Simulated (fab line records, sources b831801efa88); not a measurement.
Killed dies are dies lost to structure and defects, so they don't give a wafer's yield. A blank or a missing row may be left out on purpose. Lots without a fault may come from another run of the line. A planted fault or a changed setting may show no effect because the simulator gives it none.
fab line records | flow sky130
record lots=12 wafers=36 last_day=50
route steps=708 shown METAL1@449 VIA1@467 PAD_OPEN@708
lots that met no fault: from a run of the same line without faults
start_h: hours from the record's first day to the start of the lot's first wafer shown | wait_h: hours since the lot's step before | " the same as in the row above | L1.1+2: a row that stands for several wafers | - no value, or no start given | * or withheld: withheld | < > ~ a bound
route shown NAME@n: a module of which the file shows steps, and the number in the route of the first | usual: mean/standard deviation of fault-free wafers | same: alike in all rows | chamber/n: place in a boat | sites: the reading at each site | _std_site: their standard deviation | _edge_site: outer sites' mean less inner sites' | radius_mm: how far each site lies from the wafer's centre | mask NAME#n: copy n | behind: the tool/chamber that last shaped the wafer | hold: why the lot was held/for how many hours/how that ended | device: the transistor (n, p or np) that didn't switch | end of line: the same wafers' tests at the end of the route | a step without rows: its recipe alone | killed: dies lost to structure and defects at the first sort, not the wafer's yield | map: a wafer's dies, x killed, . not, _ none there
set.NAME: the setting as run; set.NAME@STEP: as run at that earlier step | model.NAME: the simulator's own value behind a step, which no gauge read
steps of the route over a sample of lots; a table a step, a row a wafer
services: from which hour (start_h, from the record's first day; less than 0 if before it) a tool's chamber was out of use, for how many hours, and why
## steps
# step SKY_METAL1_CD_MEAS_15
# recipe target_cd_nm=140
# usual cd_nm=139.9/1.2
# columns lot.wafer tool chamber start_h wait_h cd_nm
L297.3 cd_sem-02 - 782.28 - 140.7
L297.4 " - " " 140.9
L297.5 " - " " 139.3
L300.3 cd_sem-02 - 822.44 - 139.4
L300.4 " - " " 140.2
L300.6 " - " " 138.6
L302.1 cd_sem-02 - 827.98 - 141.1
L302.2 " - " " 142.5
L302.6 " - " " 141.4
L306.1 cd_sem-01 - 844.85 - 140.6
L306.2 " - " " 138.4
L306.3 " - " " 140.1
L307.1 cd_sem-02 - 848.19 - 140.7
L307.2 " - " " 139.8
L307.6 " - " " 141.1
L310.2 cd_sem-01 - 875.71 - 140.4
L310.3 " - " " 138.7
L310.5 " - " " 138.5
L311.1 cd_sem-01 - 877.28 - 138.1
L311.3 " - " " 138.7
L311.6 " - " " 139.3
L314.3 cd_sem-02 - 912.92 - 138.1
L314.4 " - " " 140.5
L314.6 " - " " 140.5
L315.2 cd_sem-02 - 919.62 - 138.4
L315.4 " - " " 138.8
L315.5 " - " " 139.0
L316.1 cd_sem-01 - 927.77 - 139.2
L316.4 " - " " 136.8
L316.6 " - " " 138.7
L318.3 cd_sem-01 - 928.41 - 138.5
L318.4 " - " " 139.6
L318.5 " - " " 138.8
L319.2 cd_sem-02 - 939.40 - 141.1
L319.3 " - " " 141.4
L319.5 " - " " 141.5
# step SKY_VIA1_EXPOSE_09
# recipe mask_id=VIM na=0.8 source_shape=annular sigma_inner=0.55 sigma_outer=0.85 target_cd_nm=150 dose_mj=38
# usual exposure_dose_mJ_cm2=37.96/0.054 reticle_temp_C=22.96/0.098
# columns lot.wafer tool chamber start_h wait_h mask exposure_dose_mJ_cm2 reticle_temp_C
L297.3 krf_scanner-01 0 797.32 - VIM#0 37.94 22.90
L297.4 " 0 " " VIM#0 37.91 22.83
L297.5 " 0 " " VIM#0 37.94 22.88
L300.3 krf_scanner-02 0 837.42 - VIM#0 38.03 22.82
L300.4 " 0 " " VIM#0 38.01 22.79
L300.6 " 0 " " VIM#0 38.02 22.94
L302.1 krf_scanner-01 0 843.10 - VIM#0 37.89 22.83
L302.2 " 0 " " VIM#0 37.96 22.87
L302.6 " 0 " " VIM#0 37.92 22.96
L306.1 krf_scanner-01 0 860.84 - VIM#0 37.90 22.96
L306.2 " 0 " " VIM#0 37.87 22.82
L306.3 " 0 " " VIM#0 37.93 22.97
L307.1 krf_scanner-02 0 863.11 - VIM#0 41.69 23.05
L307.2 " 0 " " VIM#0 41.69 23.14
L307.6 " 0 " " VIM#0 41.65 23.16
L310.2 krf_scanner-01 0 890.18 - VIM#0 38.06 22.93
L310.3 " 0 " " VIM#0 38.02 22.71
L310.5 " 0 " " VIM#0 37.97 22.92
L311.1 krf_scanner-01 0 891.50 - VIM#0 37.91 23.10
L311.3 " 0 " " VIM#0 37.86 22.95
L311.6 " 0 " " VIM#0 37.89 22.92
L314.3 krf_scanner-01 0 927.15 - VIM#0 37.85 23.10
L314.4 " 0 " " VIM#0 37.87 23.02
L314.6 " 0 " " VIM#0 37.90 22.90
L315.2 krf_scanner-01 0 932.90 - VIM#0 37.90 23.07
L315.4 " 0 " " VIM#0 37.89 22.90
L315.5 " 0 " " VIM#0 37.89 23.05
L316.1 krf_scanner-01 0 941.31 - VIM#0 37.94 22.97
L316.4 " 0 " " VIM#0 37.86 22.95
L316.6 " 0 " " VIM#0 37.86 22.99
L318.3 krf_scanner-02 0 942.31 - VIM#0 38.01 22.83
L318.4 " 0 " " VIM#0 37.97 22.98
L318.5 " 0 " " VIM#0 37.97 22.94
L319.2 krf_scanner-01 0 954.38 - VIM#0 37.91 22.85
L319.3 " 0 " " VIM#0 37.89 22.89
L319.5 " 0 " " VIM#0 37.94 22.81
# step SKY_VIA1_CD_MEAS_12
# recipe target_cd_nm=150
# usual cd_nm=149.6/1.4
# columns lot.wafer tool chamber start_h wait_h cd_nm
L297.3 cd_sem-02 - 810.53 - 149.7
L297.4 " - " " 150.5
L297.5 " - " " 150.0
L300.3 cd_sem-01 - 850.43 - 149.9
L300.4 " - " " 149.7
L300.6 " - " " 149.9
L302.1 cd_sem-01 - 855.49 - 148.6
L302.2 " - " " 148.8
L302.6 " - " " 151.7
L306.1 cd_sem-01 - 873.89 - 152.9
L306.2 " - " " 152.0
L306.3 " - " " 153.8
L307.1 cd_sem-01 - 876.03 - 14.1
L307.2 " - " " 128.7
L307.6 " - " " 46.3
L310.2 cd_sem-01 - 902.30 - 150.7
L310.3 " - " " 150.3
L310.5 " - " " 149.7
L311.1 cd_sem-02 - 903.80 - 147.9
L311.3 " - " " 147.4
L311.6 " - " " 150.1
L314.3 cd_sem-02 - 938.42 - 151.7
L314.4 " - " " 150.9
L314.6 " - " " 151.5
L315.2 cd_sem-02 - 945.00 - 148.3
L315.4 " - " " 150.6
L315.5 " - " " 149.6
L316.1 cd_sem-02 - 953.88 - 149.4
L316.4 " - " " 150.7
L316.6 " - " " 150.0
L318.3 cd_sem-02 - 954.89 - 148.2
L318.4 " - " " 148.4
L318.5 " - " " 146.7
L319.2 cd_sem-02 - 965.58 - 150.8
L319.3 " - " " 150.7
L319.5 " - " " 150.4
# step SKY_VIA1_OVL_MEAS_13
# usual VIA1_OVL=2/6.3
# columns lot.wafer tool chamber start_h wait_h VIA1_OVL[nm]
L297.3 overlay-01 - 810.62 0.1 8
L297.4 " - " " 3
L297.5 " - " " 7
L300.3 overlay-02 - 850.52 0.1 5
L300.4 " - " " 14
L300.6 " - " " 12
L302.1 overlay-02 - 855.61 0.1 7
L302.2 " - " " 12
L302.6 " - " " 8
L306.1 overlay-02 - 874.01 0.1 -7
L306.2 " - " " 2
L306.3 " - " " -12
L307.1 overlay-02 - 876.15 0.1 -7
L307.2 " - " " -19
L307.6 " - " " -14
L310.2 overlay-02 - 902.40 0.1 -7
L310.3 " - " " 1
L310.5 " - " " 4
L311.1 overlay-02 - 903.92 0.1 11
L311.3 " - " " 13
L311.6 " - " " 17
L314.3 overlay-02 - 938.51 0.1 16
L314.4 " - " " -1
L314.6 " - " " 5
L315.2 overlay-02 - 945.10 0.1 11
L315.4 " - " " 7
L315.5 " - " " 2
L316.1 overlay-01 - 954.00 0.1 2
L316.4 " - " " 11
L316.6 " - " " 2
L318.3 overlay-01 - 954.98 0.1 3
L318.4 " - " " 1
L318.5 " - " " 1
L319.2 overlay-02 - 965.69 0.1 1
L319.3 " - " " -13
L319.5 " - " " -5
# step SKY_PAD_OPEN_PROBE_99
# usual defect_limited_yield=82.3/2.1 killed_at_M0_to_M3=43/7.4 killed_at_M4_up=3.1/1.8 killed_at_contacts=26/5.6 killed_at_front_end=15/4.9 killed_at_other=0.2/0.44 killed_dies=87/10 killed_on_rim=17/3.7 killed_open=48/7.6 killed_short=39/6.2 sort_bin_3_pad_short=0.9/0.43 sort_bin_5_function=10.5/1.5 sort_bin_6_memory=6.3/1.2 sort_n_pass=405/10 sort_yield_pct=82.3/2.1
# same gross_dies=492 killed_at_back_side=0 sort_bin_4_leakage[%]=0 sort_bin_8_speed[%]=0
# columns lot.wafer tool chamber start_h wait_h defect_limited_yield[%] killed_at_M0_to_M3 killed_at_M4_up killed_at_contacts killed_at_front_end killed_at_other killed_dies killed_on_rim killed_open killed_short sort_bin_3_pad_short[%] sort_bin_5_function[%] sort_bin_6_memory[%] sort_n_pass sort_yield_pct[%]
L297.3 prober-01 - 1087.11 0.2 78.0 60 5 23 20 0 108 22 52 56 1.0 11.2 9.8 384 78.0
L297.4 prober-01 - 1087.16 0.2 81.5 51 1 27 12 0 91 18 51 39 1.0 11.2 6.3 401 81.5
L297.5 prober-01 - 1087.21 0.2 81.7 42 0 24 24 0 90 13 46 44 1.2 9.6 7.5 402 81.7
L300.3 prober-02 - 1121.16 0.2 79.5 54 2 26 19 0 101 25 55 45 0.6 12.8 7.1 391 79.5
L300.4 prober-02 - 1121.21 0.2 84.8 42 2 22 9 0 75 13 43 31 0.6 8.9 5.7 417 84.8
L300.6 prober-02 - 1121.31 0.2 82.3 41 1 25 20 0 87 14 49 38 0.8 10.4 6.5 405 82.3
L302.1 prober-02 - 1123.48 0.1 82.9 45 3 21 15 0 84 16 42 42 0.6 9.3 7.1 408 82.9
L302.2 prober-02 - 1123.53 0.1 81.3 54 1 30 7 0 92 16 44 48 0.6 12.4 5.7 400 81.3
L302.6 prober-02 - 1123.73 0.2 85.4 33 2 21 16 0 72 17 32 40 1.2 9.1 4.3 420 85.4
L306.1 prober-01 - 1139.16 0.1 84.1 40 6 16 16 0 78 18 37 41 0 9.8 6.1 414 84.1
L306.2 prober-01 - 1139.21 0.1 83.5 43 2 19 16 1 81 22 32 47 0.8 11.0 4.7 411 83.5
L306.3 prober-01 - 1139.26 0.2 83.9 40 0 24 15 0 79 16 39 39 1.0 9.8 5.3 413 83.9
L307.1 prober-02 - 1141.47 0.1 0 452 3 24 13 0 492 96 69 37 0.6 92.3 7.1 0 0
L307.2 prober-02 - 1141.52 0.1 63.2 129 3 37 12 0 181 50 76 40 1.0 28.5 7.3 311 63.2
L307.6 prober-02 - 1141.72 0.2 0 450 1 26 15 0 492 96 76 37 1.2 88.0 10.8 0 0
L316.1 prober-02 - 1192.69 0.1 82.3 33 4 25 25 0 87 19 47 40 0.4 9.8 7.5 405 82.3
L316.4 prober-02 - 1192.84 0.2 80.7 48 8 27 12 0 95 16 47 47 0.8 10.8 7.7 397 80.7
L316.6 prober-02 - 1192.94 0.2 81.5 52 7 21 11 0 91 17 52 39 0.6 12.0 5.9 401 81.5
L318.3 prober-02 - 1194.77 0.2 85.0 41 4 20 9 0 74 13 43 31 0.4 8.1 6.5 418 85.0
L318.4 prober-02 - 1194.82 0.2 86.2 35 1 17 15 0 68 11 40 28 0.2 8.9 4.7 424 86.2
L318.5 prober-02 - 1194.87 0.2 83.9 50 1 14 14 0 79 12 39 40 0.2 9.3 6.5 413 83.9
# killed by level:class
L297.3 VIA2:geometric_particle:open=10 VIA1:geometric_particle:open=10 METAL1:geometric_particle:short=8 VIA1:geometric_particle:short=8 CONTACT:geometric_particle:open=7 METAL2:geometric_particle:short=7 VIA3:geometric_particle:open=7 POLY_GATE:geometric_particle:short=6
L297.4 LI_CONTACT:geometric_particle:open=12 CONTACT:geometric_particle:open=10 FIELD_ISO:geometric_particle:open=7 METAL2:geometric_particle:short=7 METAL1:geometric_particle:short=6 VIA3:geometric_particle:open=6 VIA1:geometric_particle:open=5 VIA1:geometric_particle:short=5
L297.5 CONTACT:geometric_particle:open=11 FIELD_ISO:geometric_particle:short=8 VIA1:geometric_particle:open=8 VIA1:geometric_particle:short=7 METAL1:geometric_particle:short=7 LI_CONTACT:geometric_particle:open=6 POLY_GATE:geometric_particle:short=5 POLY_GATE:geometric_particle:open=4
L300.3 VIA1:geometric_particle:open=13 VIA2:geometric_particle:open=9 CONTACT:geometric_particle:open=8 VIA3:geometric_particle:open=7 METAL1:geometric_particle:short=7 FIELD_ISO:geometric_particle:short=6 LI_CONTACT:geometric_particle:open=6 CONTACT:geometric_particle:short=6
L300.4 VIA1:geometric_particle:open=10 CONTACT:geometric_particle:open=9 VIA2:geometric_particle:open=8 LI_CONTACT:geometric_particle:open=6 METAL1:geometric_particle:short=4 LOCAL_INTERCONNECT:geometric_particle:short=4 VIA3:geometric_particle:open=4 VIA2:geometric_particle:short=4
L300.6 CONTACT:geometric_particle:open=11 FIELD_ISO:geometric_particle:short=9 VIA1:geometric_particle:open=9 VIA2:geometric_particle:open=9 LI_CONTACT:geometric_particle:open=7 METAL1:geometric_particle:short=6 VIA1:geometric_particle:short=5 CONTACT:geometric_particle:short=4
L302.1 METAL1:geometric_particle:short=11 CONTACT:geometric_particle:open=10 VIA3:geometric_particle:open=7 POLY_GATE:geometric_particle:short=6 VIA1:geometric_particle:open=6 FIELD_ISO:geometric_particle:open=4 LI_CONTACT:geometric_particle:open=4 VIA2:geometric_particle:short=3
L302.2 CONTACT:geometric_particle:open=10 VIA1:geometric_particle:open=9 METAL1:geometric_particle:short=8 LOCAL_INTERCONNECT:geometric_particle:short=8 VIA2:geometric_particle:open=7 CONTACT:geometric_particle:short=6 VIA3:geometric_particle:short=5 METAL3:geometric_particle:short=5
L302.6 FIELD_ISO:geometric_particle:short=7 METAL2:geometric_particle:short=6 LI_CONTACT:geometric_particle:open=6 CONTACT:geometric_particle:open=6 VIA2:geometric_particle:open=4 LOCAL_INTERCONNECT:geometric_particle:short=4 VIA1:geometric_particle:open=4 VIA1:geometric_particle:short=4
L306.1 LI_CONTACT:geometric_particle:open=8 METAL1:geometric_particle:short=7 VIA1:geometric_particle:short=7 POLY_GATE:geometric_particle:open=5 VIA1:geometric_particle:open=5 METAL2:geometric_particle:short=5 METAL4:geometric_particle:short=5 FIELD_ISO:geometric_particle:open=4
L306.2 METAL1:geometric_particle:short=10 VIA1:geometric_particle:open=7 LOCAL_INTERCONNECT:geometric_particle:short=6 POLY_GATE:geometric_particle:short=5 LI_CONTACT:geometric_particle:open=5 METAL2:geometric_particle:short=5 FIELD_ISO:geometric_particle:short=4 CONTACT:geometric_particle:open=4
L306.3 VIA3:geometric_particle:open=9 LI_CONTACT:geometric_particle:open=9 METAL2:geometric_particle:short=7 FIELD_ISO:geometric_particle:short=6 VIA2:geometric_particle:open=6 CONTACT:geometric_particle:short=4 CONTACT:geometric_particle:open=4 METAL1:geometric_particle:short=4
L307.1 VIA1:area_expose=385 VIA1:geometric_particle:open=32 LI_CONTACT:geometric_particle:open=14 VIA1:geometric_particle:short=8 VIA3:geometric_particle:open=6 POLY_GATE:geometric_particle:open=5 METAL2:geometric_particle:short=5 VIA2:geometric_particle:short=5
L307.2 VIA1:area_expose=64 VIA1:geometric_particle:open=29 CONTACT:geometric_particle:open=13 LI_CONTACT:geometric_particle:open=8 VIA3:geometric_particle:open=8 LOCAL_INTERCONNECT:geometric_particle:short=6 VIA2:geometric_particle:open=6 CONTACT:geometric_particle:short=6
L307.6 VIA1:area_expose=377 VIA1:geometric_particle:open=28 CONTACT:geometric_particle:open=10 VIA3:geometric_particle:open=9 VIA2:geometric_particle:open=8 VIA1:geometric_particle:short=6 FIELD_ISO:geometric_particle:open=5 LI_CONTACT:geometric_particle:open=5
L316.1 CONTACT:geometric_particle:open=10 POLY_GATE:geometric_particle:short=9 VIA1:geometric_particle:open=9 VIA2:geometric_particle:open=7 POLY_GATE:geometric_particle:open=5 LI_CONTACT:geometric_particle:open=5 LOCAL_INTERCONNECT:geometric_particle:short=5 METAL1:geometric_particle:short=5
L316.4 VIA1:geometric_particle:open=10 LI_CONTACT:geometric_particle:open=9 METAL2:geometric_particle:short=7 VIA3:geometric_particle:open=7 LOCAL_INTERCONNECT:geometric_particle:short=6 CONTACT:geometric_particle:open=6 VIA2:geometric_particle:open=6 LI_CONTACT:geometric_particle:short=5
L316.6 VIA1:geometric_particle:open=16 CONTACT:geometric_particle:open=9 METAL2:geometric_particle:short=6 VIA2:geometric_particle:open=6 LI_CONTACT:geometric_particle:open=5 VIA2:geometric_particle:short=5 METAL3:geometric_particle:short=4 LI_CONTACT:geometric_particle:short=4
L318.3 VIA1:geometric_particle:open=9 LI_CONTACT:geometric_particle:open=7 VIA2:geometric_particle:open=7 CONTACT:geometric_particle:open=6 METAL2:geometric_particle:short=6 METAL1:geometric_particle:short=5 VIA1:geometric_particle:short=5 POLY_GATE:geometric_particle:open=4
L318.4 VIA2:geometric_particle:open=8 VIA1:geometric_particle:open=7 LI_CONTACT:geometric_particle:open=5 LOCAL_INTERCONNECT:geometric_particle:short=5 METAL1:geometric_particle:short=4 VIA3:geometric_particle:open=4 FIELD_ISO:geometric_particle:open=3 POLY_GATE:geometric_particle:short=3
L318.5 VIA3:geometric_particle:open=10 VIA3:geometric_particle:short=7 VIA2:geometric_particle:short=7 LI_CONTACT:geometric_particle:open=6 METAL1:geometric_particle:short=6 VIA1:geometric_particle:open=6 METAL2:geometric_particle:short=6 CONTACT:geometric_particle:open=5
## services
# columns tool chamber start_h hours kind
krf_scanner-02 - 774.32 1.0 pm
krf_scanner-02 0 786.81 - calibration
krf_scanner-01 - 801.45 0.8 pm
krf_scanner-01 0 814.76 - calibration
krf_scanner-02 - 824.72 3.6 pm
krf_scanner-01 - 829.36 11.6 pm
krf_scanner-02 - 854.77 1.3 pm
krf_scanner-01 - 858.47 1.0 pm
krf_scanner-02 - 860.17 0.8 pm
krf_scanner-02 - 888.07 7.8 repair
krf_scanner-01 - 914.93 0.8 pm
krf_scanner-01 - 943.10 1.3 pm
krf_scanner-02 - 944.40 1.0 pm
krf_scanner-02 0 950.21 - calibration
## key
first_sign step=SKY_VIA1_EXPOSE_09 reading=exposure_dose_mJ_cm2 direction=up sigmas=69 usual=* struck=*
effect step=SKY_VIA1_CD_MEAS_12 reading=cd_nm direction=down sigmas=61 usual=149.6 struck=63.0 through=control_loop
effect step=SKY_PAD_OPEN_PROBE_99 reading=killed_at_M0_to_M3 direction=up sigmas=40 usual=43 struck=344
more_kills_born_at SKY_VIA1_EXPOSE_09@krf_scanner-02=828
met_at SKY_VIA1_EXPOSE_09
struck_lots L307
later_rows_left_out L307.1,L307.6
loop_trim step=SKY_VIA1_EXPOSE_09 setting=dose lots=L307
not_acting_at SKY_METAL1_CD_MEAS_15,SKY_VIA1_OVL_MEAS_13
onset_between 837.42 863.11
fault kind=process_parameter_drift tool=krf_scanner-02 chamber=- onset_h=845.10 steps=SKY_VIA1_EXPOSE_09 channel=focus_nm offset=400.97 spread_by_wafer=0.3 shape=step end_h=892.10
# later_rows_left_out: the simulator's readings of these wafers behind a module that went badly wrong aren't trusted and aren't shown, but for the sort
# loop_trim: a control loop set the setting to another value than it would have without faults
